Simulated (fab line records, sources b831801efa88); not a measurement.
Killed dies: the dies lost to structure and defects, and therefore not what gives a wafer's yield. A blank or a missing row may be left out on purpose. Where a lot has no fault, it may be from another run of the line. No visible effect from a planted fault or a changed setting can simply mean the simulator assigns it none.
Which tool is to blame? | flow sfqLine | Sampling: 14 lots, 42 wafers, 3 of 325 route steps

## WHAT EACH GAUGE READ, for each wafer
SFQ_M4_OVL_MEAS_926. Usual: for M4_OVL the level is 0 nm and the standard deviation is 6.
lot  | measured     | on         | M4_OVL (nm) | flag
L910 | day 54 02:03 | overlay-01 | -7 -2 -3    | 
L911 | day 54 14:03 | overlay-01 | -3 -4 -7    | 
L912 | day 55 09:22 | overlay-01 | -1 2 1      | 
L913 | day 55 14:10 | overlay-02 | -3 -2 1     | 
L914 | day 56 02:18 | overlay-02 | -13 -4 0    | 
L915 | day 56 22:43 | overlay-01 | -5 -8 3     | 
L916 | day 57 07:06 | overlay-02 | -9 -12 -11  | 
L917 | day 59 05:42 | overlay-01 | 1 -7 1      | 
L918 | day 59 08:06 | overlay-02 | -4 1 -6     | 
L923 | day 60 05:41 | overlay-02 | 7 4 2       | 
L927 | day 61 13:01 | overlay-01 | 5 -6 -2     | 
L929 | day 61 17:49 | overlay-02 | 2 2 1       | 
L931 | day 62 07:01 | overlay-01 | -3 -8 -1    | 
L933 | day 62 20:21 | overlay-01 | 12 4 4      | 

SFQ_I4_OVL_MEAS_928. Usual: for I4_OVL the level is 3 nm and the standard deviation is 5.7.
lot  | measured     | on         | I4_OVL (nm) | flag
L910 | day 59 15:17 | overlay-01 | -1 -7 6     | 
L911 | day 60 02:05 | overlay-02 | 7 -2 3      | 
L912 | day 60 15:17 | overlay-02 | 1 6 3       | 
L913 | day 60 20:13 | overlay-01 | 2 4 7       | 
L914 | day 61 02:13 | overlay-01 | 5 6 -4      | 
L915 | day 61 23:50 | overlay-01 | 6 -2 3      | 
L916 | day 62 08:13 | overlay-01 | 0 2 2       | 
L917 | day 64 00:05 | overlay-02 | 7 1 2       | 
L918 | day 64 03:40 | overlay-02 | 3 12 5      | 
L923 | day 65 04:52 | overlay-02 | -4 0 2      | 
L927 | day 66 11:07 | overlay-02 | 8 9 0       | 
L929 | day 66 15:55 | overlay-01 | 11 12 5     | 
L931 | day 67 01:31 | overlay-01 | 4 10 -4     | 
L933 | day 67 07:31 | overlay-02 | 9 15 1      | 

## WHICH TOOL RAN EACH LOT (tool, then ch and the chambers of the sampled wafers, then the start)
lot  | SFQ_TRILAYER_M4_STRIP_STRIP_097
L910 | rieMetal-04 ch 0, day 54 02:27
L911 | rieMetal-03 ch 0, day 54 14:27
L912 | rieMetal-03 ch 0, day 55 09:35
L913 | rieMetal-04 ch 0,1, day 55 14:23
L914 | rieMetal-02 ch 0,1, day 56 02:31
L915 | rieMetal-02 ch 0, day 56 23:42
L916 | rieMetal-04 ch 0,1, day 57 07:19
L917 | rieMetal-04 ch 0,1, day 59 06:07
L918 | rieMetal-03 ch 0,1, day 59 08:19
L923 | rieMetal-03 ch 0,1, day 60 05:59
L927 | rieMetal-04 ch 0,1, day 61 13:14
L929 | rieMetal-02 ch 0,1, day 61 18:02
L931 | rieMetal-04 ch 0,1, day 62 07:14
L933 | rieMetal-02 ch 0, day 62 20:34
- SFQ_TRILAYER_M4_STRIP_STRIP_097: strips in O2.

## WHAT THE TOOLS THEMSELVES READ (means of the sampled wafers that have a number; where no wafer has one, the mark that the record gives instead)
SFQ_TRILAYER_M4_STRIP_STRIP_097. Usual: drypumpMotorCurrentA 5.5 A, standard deviation 0.39; oesProductAu 1.000 a.u., standard deviation 0.0068.
lot  | tool        | drypumpMotorCurrentA (A) | oesProductAu (a.u.) | flag
L910 | rieMetal-04 | 5.3                      | 0.993               | 
L911 | rieMetal-03 | 5.5                      | 1.000               | 
L912 | rieMetal-03 | 5.5                      | 1.004               | 
L913 | rieMetal-04 | 5.3                      | 0.996               | 
L914 | rieMetal-02 | 6.1                      | 1.003               | 
L915 | rieMetal-02 | 5.3                      | 0.998               | 
L916 | rieMetal-04 | 5.3                      | 1.001               | 
L917 | rieMetal-04 | 5.2                      | 1.003               | 
L918 | rieMetal-03 | 5.7                      | 1.003               | 
L923 | rieMetal-03 | 5.6                      | 0.994               | 
L927 | rieMetal-04 | 5.2                      | 1.004               | 
L929 | rieMetal-02 | 5.7                      | 0.999               | 
L931 | rieMetal-04 | 5.2                      | 0.992               | 
L933 | rieMetal-02 | 5.3                      | 0.999               | 

## THE ANSWER, worked out from the rows above alone
Rule: take the mean of a lot's wafers that have a number; if it is more than 3 standard deviations from the usual mean, the lot is off. Also off: a lot with no number at a reading for which 4 or more lots have one. Where the step has rows for the other lots, those lots are counted as sound. The gauges are gone through in route order, then the tools' own readings, and for those a lot's mean is taken as printed above. At the first step where some lot is off, the reading lying furthest off is the one used; lots without a number count as furthest.
Across all readings shown, no lot is off: no conclusion can be drawn from this.

## WHAT THE SIMULATOR HAD INSERTED
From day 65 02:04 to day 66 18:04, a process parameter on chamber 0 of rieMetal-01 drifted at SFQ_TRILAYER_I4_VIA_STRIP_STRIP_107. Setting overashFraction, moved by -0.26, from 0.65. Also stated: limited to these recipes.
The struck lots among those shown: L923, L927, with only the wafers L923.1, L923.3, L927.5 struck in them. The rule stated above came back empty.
